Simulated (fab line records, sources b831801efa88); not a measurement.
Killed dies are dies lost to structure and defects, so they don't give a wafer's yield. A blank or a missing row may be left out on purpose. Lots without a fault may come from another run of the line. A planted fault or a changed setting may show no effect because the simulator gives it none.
A struck lot beside a sound one | flow gf180mcu | 14 steps out of a route of 602
Sound: wafers L887.1, L887.2, L887.5. Struck: wafers L899.2, L899.5, L899.6. The cause comes at the end.
At each step with rows: each side's tool, then ch and its chambers, then its first start. Under that, the readings that differ: sound wafers | struck wafers | difference of the means | sigmas: that difference in standard deviations of wafers without a fault.
alike: readings whose means differ by less than 2 such deviations, and words and numbers that are the same on both sides. not compared: withheld readings, readings that some wafer has no value for, bounds like >300 that may hide the same value, and numbers for which the record gives no deviation and whose values overlap.
The two part at a step that has a row with sigmas, a row that says differs or no value, or rows on one side only. Numbers that don't overlap but have no deviation are shown without sigmas and don't part them. A reading that every wafer of one side lacks parts them only if that side has two wafers or more.

first, 3 steps without rows for these wafers: GF_MVSD_EXPOSE_04 (exposes mask MVSD, target cd 1000 nm); GF_MVSD_PEB_05; GF_MVSD_DEVELOP_06 (develop time 60 s).
GF_MVSD_OVL_MEAS_07:
  sound on overlay-01, day 4 18:31; struck on overlay-01, day 7 17:16
  alike: MVSD_OVL
then, 2 steps without rows for these wafers: GF_MVSD_IMPLANT_08; GF_MVSD_IMPLANT_09.
GF_MVSD_STRIP_10: strips in O2/N2.
  sound on plasma_asher-03 ch 0,1, day 4 18:50; struck on plasma_asher-04 ch 0,1, day 7 17:35
  alike: drypump_motor_current_A, heater_power_w, oes_product_au, strip_time_to_endpoint_s
  not compared: rf_hours_counter_h
GF_MVSD_TW_MEAS_11:
  sound on film_metro-02, day 4 18:56; struck on film_metro-03, day 7 17:42
  reading | sound          | struck         | difference | sigmas
  MVSD_TW | 1583 1584 1580 | 1611 1602 1614 | +27        | +3
then, 4 steps without rows for these wafers: GF_MVPSD_DEHYDRATE_00 (time 60 s); GF_MVPSD_HMDS_01 (prime time 60 s); GF_MVPSD_COAT_02 (resist thk 3000 nm); GF_MVPSD_SOFTBAKE_03.
GF_MVPSD_EXPOSE_04: exposes mask MVPSD, target cd 1000 nm.
  sound on iline_stepper-01 ch 0, day 5 02:08; struck on iline_stepper-02, day 8 01:02
  no value came back on the struck wafers for exposure_dose_mJ_cm2, focus_offset_nm (nm); on the sound wafers exposure_dose_mJ_cm2 reads 260.37 260.44 260.24
  alike: mask
then, 1 step without rows for these wafers: GF_MVPSD_PEB_05.

WHERE THEY PART
First at GF_MVSD_TW_MEAS_11; last, within this record, at GF_MVPSD_EXPOSE_04.

WHY: what the simulator had put in
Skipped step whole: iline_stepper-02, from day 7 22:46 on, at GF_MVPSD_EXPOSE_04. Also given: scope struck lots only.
